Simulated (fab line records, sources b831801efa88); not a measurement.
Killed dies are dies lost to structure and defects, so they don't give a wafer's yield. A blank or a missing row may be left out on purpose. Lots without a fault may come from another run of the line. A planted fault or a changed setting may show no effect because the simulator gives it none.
Which tool did it? | flow gf180mcu | 15 lots, 45 wafers sampled, at 5 steps of a route of 602

WHAT THE GAUGES READ, wafer by wafer
GF_VT_IMPLANT_OVL_MEAS_18.
lot  | measured     | on         | VT_IMPLANT_01_OVL (nm)
L426 | day 6 08:58  | overlay-01 | -1.5 -1.5 -0.8
L427 | day 6 11:31  | overlay-02 | -2.1 -1.9 -2.2
L428 | day 6 18:03  | overlay-01 | -1.0 -1.9 0.2
L429 | day 7 08:35  | overlay-01 | -2.1 0.2 0.9
L430 | day 7 11:09  | overlay-01 | 0.8 -0.6 -0.3
L431 | day 7 15:37  | overlay-01 | -1.7 -1.3 -0.9
L433 | day 8 04:31  | overlay-02 | -0.3 -2.3 -0.4
L434 | day 8 10:24  | overlay-02 | -0.5 -1.4 -0.8
L440 | day 9 22:28  | overlay-01 | -0.4 1.4 -0.5
L443 | day 10 18:58 | overlay-02 | -0.5 -3.8 -0.1
L444 | day 11 00:52 | overlay-01 | -1.2 -2.4 -2.2
L445 | day 11 05:36 | overlay-01 | -1.2 -0.4 0.4
L446 | day 11 11:34 | overlay-02 | -2.7 -1.7 -2.0
L448 | day 11 23:31 | overlay-02 | -2.0 -1.1 -1.0
L449 | day 12 07:12 | overlay-02 | -2.4 -4.0 -4.4

WHICH TOOL RAN EACH LOT (tool, then ch and the chambers of the sampled wafers, then the start)
lot  | GF_NWELL_STRIP_10                   | GF_MVSD_COAT_02                  | GF_MVSD_STRIP_10                    | GF_MVPSD_STRIP_10
L426 | plasma_asher-01 ch 0,1, day 3 09:08 | litho_track-01 ch 0, day 4 05:23 | plasma_asher-03 ch 0,1, day 4 12:42 | plasma_asher-02 ch 0, day 5 02:59
L427 | plasma_asher-03 ch 0,1, day 3 13:07 | litho_track-02 ch 0, day 4 08:41 | plasma_asher-04 ch 0,1, day 4 16:13 | plasma_asher-04 ch 0,1, day 5 06:43
L428 | plasma_asher-01 ch 0,1, day 3 18:24 | litho_track-01 ch 0, day 4 14:10 | plasma_asher-03 ch 0,1, day 4 21:20 | plasma_asher-01 ch 0,1, day 5 12:23
L429 | plasma_asher-01 ch 0,1, day 4 06:14 | litho_track-01 ch 0, day 5 02:59 | plasma_asher-02 ch 0,1, day 5 10:53 | plasma_asher-04 ch 0,1, day 6 02:02
L430 | plasma_asher-03 ch 0,1, day 4 09:17 | litho_track-01 ch 0, day 5 05:43 | plasma_asher-02 ch 0,1, day 5 13:39 | plasma_asher-04 ch 0,1, day 6 04:29
L431 | plasma_asher-01 ch 0,1, day 4 12:53 | litho_track-01 ch 0, day 5 09:50 | plasma_asher-02 ch 0,1, day 5 17:53 | plasma_asher-04 ch 0,1, day 6 08:56
L433 | plasma_asher-03 ch 0, day 5 01:08   | litho_track-04 ch 0, day 5 21:49 | plasma_asher-04 ch 0,1, day 6 05:53 | plasma_asher-01 ch 0,1, day 6 20:47
L434 | plasma_asher-03 ch 0,1, day 5 04:39 | litho_track-01 ch 0, day 6 02:55 | plasma_asher-04 ch 0,1, day 6 10:53 | plasma_asher-01 ch 0,1, day 7 02:50
L440 | plasma_asher-03 ch 0,1, day 6 12:36 | litho_track-02 ch 0, day 7 11:29 | plasma_asher-03 ch 0, day 7 20:02   | plasma_asher-01 ch 0,1, day 8 12:35
L443 | plasma_asher-01 ch 0,1, day 7 05:54 | litho_track-04 ch 0, day 8 05:35 | plasma_asher-03 ch 0,1, day 8 14:14 | plasma_asher-04 ch 0,1, day 9 07:44
L444 | plasma_asher-03 ch 0,1, day 7 10:29 | litho_track-02 ch 0, day 8 10:44 | plasma_asher-02 ch 0,1, day 8 19:29 | plasma_asher-04 ch 0,1, day 9 13:20
L445 | plasma_asher-01 ch 0,1, day 7 14:53 | litho_track-01 ch 0, day 8 15:25 | plasma_asher-04 ch 0,1, day 9 00:08 | plasma_asher-02 ch 0,1, day 9 17:44
L446 | plasma_asher-01 ch 0,1, day 7 20:08 | litho_track-01 ch 0, day 8 20:19 | plasma_asher-04 ch 0,1, day 9 05:38 | plasma_asher-04 ch 0,1, day 9 23:08
L448 | plasma_asher-01 ch 1, day 8 07:11   | litho_track-02 ch 0, day 9 07:56 | plasma_asher-04 ch 0,1, day 9 16:59 | plasma_asher-02 ch 0,1, day 10 10:47
L449 | plasma_asher-03 ch 0,1, day 8 12:56 | litho_track-04 ch 0, day 9 14:46 | plasma_asher-04 ch 0,1, day 9 23:44 | plasma_asher-01 ch 0,1, day 10 17:23
- GF_NWELL_STRIP_10: strips in O2/N2.
- GF_MVSD_COAT_02: resist thk 3000 nm.
- GF_MVSD_STRIP_10: strips in O2/N2.
- GF_MVPSD_STRIP_10: strips in O2/N2.

WHAT THE TOOLS THEMSELVES READ (means of the sampled wafers that have a number; where no wafer has one, the mark that the record gives instead)
GF_NWELL_STRIP_10.
lot  | tool            | drypump_motor_current_A (A) | heater_power_w (W) | oes_product_au (a.u.) | strip_time_to_endpoint_s (s)
L426 | plasma_asher-01 | 5.3                         | 374                | 0.721                 | 36.93
L427 | plasma_asher-03 | 5.9                         | 329                | 0.729                 | 37.00
L428 | plasma_asher-01 | 5.4                         | 371                | 0.719                 | 36.94
L429 | plasma_asher-01 | 5.4                         | 364                | 0.724                 | 37.07
L430 | plasma_asher-03 | 5.9                         | 329                | 0.720                 | 36.88
L431 | plasma_asher-01 | 5.1                         | 323                | 0.722                 | 36.99
L433 | plasma_asher-03 | 6.1                         | 318                | 0.724                 | 36.89
L434 | plasma_asher-03 | 5.9                         | 328                | 0.721                 | 36.98
L440 | plasma_asher-03 | 5.7                         | 343                | 0.719                 | 37.05
L443 | plasma_asher-01 | 5.1                         | 320                | 0.721                 | 37.01
L444 | plasma_asher-03 | 5.9                         | 333                | 0.721                 | 37.09
L445 | plasma_asher-01 | 5.4                         | 366                | 0.722                 | 37.11
L446 | plasma_asher-01 | 5.0                         | 320                | 0.725                 | 36.87
L448 | plasma_asher-01 | 4.7                         | 277                | 0.730                 | 36.92
L449 | plasma_asher-03 | 5.7                         | 342                | 0.722                 | 36.94

GF_MVSD_STRIP_10.
lot  | tool            | drypump_motor_current_A (A) | heater_power_w (W) | oes_product_au (a.u.) | strip_time_to_endpoint_s (s)
L426 | plasma_asher-03 | 5.9                         | 331                | 0.726                 | 36.82
L427 | plasma_asher-04 | 6.3                         | 317                | 0.727                 | 36.92
L428 | plasma_asher-03 | 5.9                         | 329                | 0.725                 | 36.88
L429 | plasma_asher-02 | 6.1                         | 292                | 0.723                 | 36.90
L430 | plasma_asher-02 | 5.9                         | 295                | 0.716                 | 20.28
L431 | plasma_asher-02 | 5.9                         | 297                | 0.714                 | 20.17
L433 | plasma_asher-04 | 6.3                         | 320                | 0.724                 | 37.14
L434 | plasma_asher-04 | 6.1                         | 299                | 0.721                 | 20.28
L440 | plasma_asher-03 | 6.1                         | 323                | 0.721                 | 36.98
L443 | plasma_asher-03 | 5.9                         | 334                | 0.725                 | 37.03
L444 | plasma_asher-02 | 5.9                         | 300                | 0.724                 | 37.02
L445 | plasma_asher-04 | 6.1                         | 296                | 0.723                 | 36.88
L446 | plasma_asher-04 | 6.1                         | 306                | 0.722                 | 37.05
L448 | plasma_asher-04 | 6.2                         | 321                | 0.725                 | 37.03
L449 | plasma_asher-04 | 6.3                         | 321                | 0.720                 | 36.90

GF_MVPSD_STRIP_10.
lot  | tool            | drypump_motor_current_A (A) | heater_power_w (W) | oes_product_au (a.u.) | strip_time_to_endpoint_s (s)
L426 | plasma_asher-02 | 6.4                         | 289                | 0.725                 | 36.79
L427 | plasma_asher-04 | 6.1                         | 298                | 0.722                 | 36.88
L428 | plasma_asher-01 | 5.3                         | 371                | 0.718                 | 36.99
L429 | plasma_asher-04 | 6.2                         | 319                | 0.723                 | 36.97
L430 | plasma_asher-04 | 6.2                         | 321                | 0.720                 | 36.90
L431 | plasma_asher-04 | 6.1                         | 295                | 0.723                 | 37.02
L433 | plasma_asher-01 | 5.3                         | 367                | 0.730                 | 36.93
L434 | plasma_asher-01 | 5.0                         | 323                | 0.728                 | 36.85
L440 | plasma_asher-01 | 5.3                         | 374                | 0.720                 | 36.85
L443 | plasma_asher-04 | 6.0                         | 300                | 0.722                 | 36.74
L444 | plasma_asher-04 | 6.1                         | 296                | 0.721                 | 37.07
L445 | plasma_asher-02 | 6.2                         | 291                | 0.723                 | 37.04
L446 | plasma_asher-04 | 6.1                         | 298                | 0.723                 | 36.89
L448 | plasma_asher-02 | 6.1                         | 295                | 0.724                 | 36.86
L449 | plasma_asher-01 | 5.4                         | 368                | 0.723                 | 36.84

THE ANSWER, worked out from the rows above alone
Rule: what is usual is taken from the lots themselves. Put in order of their means at a reading, lots are off if they are a third of the lots or fewer, leave a main group of 4 or more, and stand apart from it by a gap of 3 or more times the standard deviation of the main group's means; of several such gaps the widest counts. A main group whose means are all the same, to the digits that the tables above print for the reading, isn't used. A lot without any number at a reading at which 4 lots or more have one is off too. The other lots that the step has rows for count as sound. The gauges are gone through in route order, then the tools' own readings, and for those a lot's mean is taken as printed above. The first step at which some lot is off is used, and at that step the reading that is off furthest; a lot without a number counts as furthest.
Off: L430, L431, L434, at GF_MVSD_STRIP_10 (strip_time_to_endpoint_s). The main group: mean 36.96 s, standard deviation 0.089.
A tool fits if, at that step or a process step before it, it ran every lot that is off, and no sound lot after the first of them. None of those tried fits.

WHAT THE SIMULATOR HAD PUT IN
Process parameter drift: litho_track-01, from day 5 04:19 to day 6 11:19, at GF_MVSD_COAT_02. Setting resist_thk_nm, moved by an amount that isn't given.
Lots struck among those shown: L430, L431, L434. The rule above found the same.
